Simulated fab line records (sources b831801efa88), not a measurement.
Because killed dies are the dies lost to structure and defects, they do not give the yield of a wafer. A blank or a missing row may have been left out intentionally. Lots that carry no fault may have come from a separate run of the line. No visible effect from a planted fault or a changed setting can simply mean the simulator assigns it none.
Commonality check across tools :: flow gf180mcu :: Sample size 12 lots and 42 wafers

WHY IT WAS OPENED
2 of 12 lots carry a flag on the reading HV_LDD_TW at GF_HV_LDD_TW_MEAS_11. Wafers without a fault read 2404, standard deviation 25.
Rule: a lot is flagged when every wafer of it that has a number lies more than 4 standard deviations from that mean, or none has a number. The other lots count as sound.

lot: L468
measured: day 9 22:34
on: filmMetro-02
HV_LDD_TW, wafer by wafer: 2384 2369 2382
flag: 

lot: L469
measured: day 10 06:42
on: filmMetro-04
HV_LDD_TW, wafer by wafer: 2425 2425 2442
flag: 

lot: L470
measured: day 10 17:31
on: filmMetro-01
HV_LDD_TW, wafer by wafer: 2410 2402 2397
flag: 

lot: L475
measured: day 12 04:30
on: filmMetro-01
HV_LDD_TW, wafer by wafer: 2296 2288 2287 2296 2285 2301
flag: FLAGGED

lot: L476
measured: day 12 12:16
on: filmMetro-01
HV_LDD_TW, wafer by wafer: 2285 2285 2283 2281 2294 2270
flag: FLAGGED

lot: L479
measured: day 13 08:21
on: filmMetro-04
HV_LDD_TW, wafer by wafer: 2437 2440 2427
flag: 

lot: L481
measured: day 14 04:22
on: filmMetro-01
HV_LDD_TW, wafer by wafer: 2408 2408 2407
flag: 

lot: L483
measured: day 14 17:18
on: filmMetro-02
HV_LDD_TW, wafer by wafer: 2398 2377 2378
flag: 

lot: L487
measured: day 16 01:40
on: filmMetro-02
HV_LDD_TW, wafer by wafer: 2380 2369 2378
flag: 

lot: L488
measured: day 16 07:29
on: filmMetro-02
HV_LDD_TW, wafer by wafer: 2376 2379 2374
flag: 

lot: L489
measured: day 16 14:59
on: filmMetro-02
HV_LDD_TW, wafer by wafer: 2379 2378 2376
flag: 

lot: L490
measured: day 16 17:58
on: filmMetro-01
HV_LDD_TW, wafer by wafer: 2420 2417 2418
flag: 
On average the flagged lots' numbers are 2288, which is -116 against the usual, or -5 standard deviations.

EACH LOT AND THE TOOL IT RAN ON
The record holds 1 process step before the reading, out of a route of 602 steps. Cell contents, in order: the tool; ch with the chambers the sampled wafers went through; the start.
lot: L468
flag: 
GF_HV_LDD_IMPLANT_09: implanter-04 ch 0, day 9 22:20

lot: L469
flag: 
GF_HV_LDD_IMPLANT_09: implanter-04 ch 0, day 10 06:27

lot: L470
flag: 
GF_HV_LDD_IMPLANT_09: implanter-02 ch 0, day 10 17:17

lot: L475
flag: FLAGGED
GF_HV_LDD_IMPLANT_09: implanter-02 ch 0, day 12 04:15

lot: L476
flag: FLAGGED
GF_HV_LDD_IMPLANT_09: implanter-02 ch 0, day 12 12:02

lot: L479
flag: 
GF_HV_LDD_IMPLANT_09: implanter-04 ch 0, day 13 08:06

lot: L481
flag: 
GF_HV_LDD_IMPLANT_09: implanter-03 ch 0, day 14 04:08

lot: L483
flag: 
GF_HV_LDD_IMPLANT_09: implanter-04 ch 0, day 14 17:03

lot: L487
flag: 
GF_HV_LDD_IMPLANT_09: implanter-03 ch 0, day 16 01:25

lot: L488
flag: 
GF_HV_LDD_IMPLANT_09: implanter-04 ch 0, day 16 07:15

lot: L489
flag: 
GF_HV_LDD_IMPLANT_09: implanter-04 ch 0, day 16 14:44

lot: L490
flag: 
GF_HV_LDD_IMPLANT_09: implanter-03 ch 0, day 16 17:43
What is done by these steps:
- GF_HV_LDD_IMPLANT_09
- GF_HV_LDD_TW_MEAS_11

FLAGGED OVER TOTAL, TOOL BY TOOL (the gauges that took the reading come last)
step: GF_HV_LDD_IMPLANT_09
tool: implanter-02
lots run: 3
flagged: 2
share of the flagged lots: all
sound lots run after its first flagged lot: 0

step: GF_HV_LDD_IMPLANT_09
tool: implanter-03
lots run: 3
flagged: 0
share of the flagged lots: none
sound lots run after its first flagged lot: -

step: GF_HV_LDD_IMPLANT_09
tool: implanter-04
lots run: 6
flagged: 0
share of the flagged lots: none
sound lots run after its first flagged lot: -

step: GF_HV_LDD_TW_MEAS_11
tool: filmMetro-01
lots run: 5
flagged: 2
share of the flagged lots: all
sound lots run after its first flagged lot: 2 (L481,L490)

step: GF_HV_LDD_TW_MEAS_11
tool: filmMetro-02
lots run: 5
flagged: 0
share of the flagged lots: none
sound lots run after its first flagged lot: -

step: GF_HV_LDD_TW_MEAS_11
tool: filmMetro-04
lots run: 2
flagged: 0
share of the flagged lots: none
sound lots run after its first flagged lot: -

WHAT THE TABLE ALLOWS
Every flagged lot went through 2 rows of the table: implanter-02 at GF_HV_LDD_IMPLANT_09 and filmMetro-01 at GF_HV_LDD_TW_MEAS_11.
- implanter-02 at GF_HV_LDD_IMPLANT_09: 2 of its 3 lots flagged. Last sound lot L470 at day 10 17:17, first flagged lot L475 at day 12 04:15; a fault beginning in between fits. Its own readings (doseIonsCm2, faradayCurrentUA) fall more than 4 standard deviations out on all wafers of the flagged lots.
- filmMetro-01 at GF_HV_LDD_TW_MEAS_11: 2 of its 5 lots flagged. After the first flagged lot (L481, L490), sound lots still ran on it; a lasting fault on the whole tool would not permit that.
One tool is left: implanter-02 at GF_HV_LDD_IMPLANT_09.

WHAT THE SIMULATOR HAD INSERTED
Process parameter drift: implanter-02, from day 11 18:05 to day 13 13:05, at GF_HV_LDD_IMPLANT_09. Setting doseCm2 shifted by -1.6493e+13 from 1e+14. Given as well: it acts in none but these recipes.
Shown lots that were struck: L475, L476. The rule above reached the same finding.
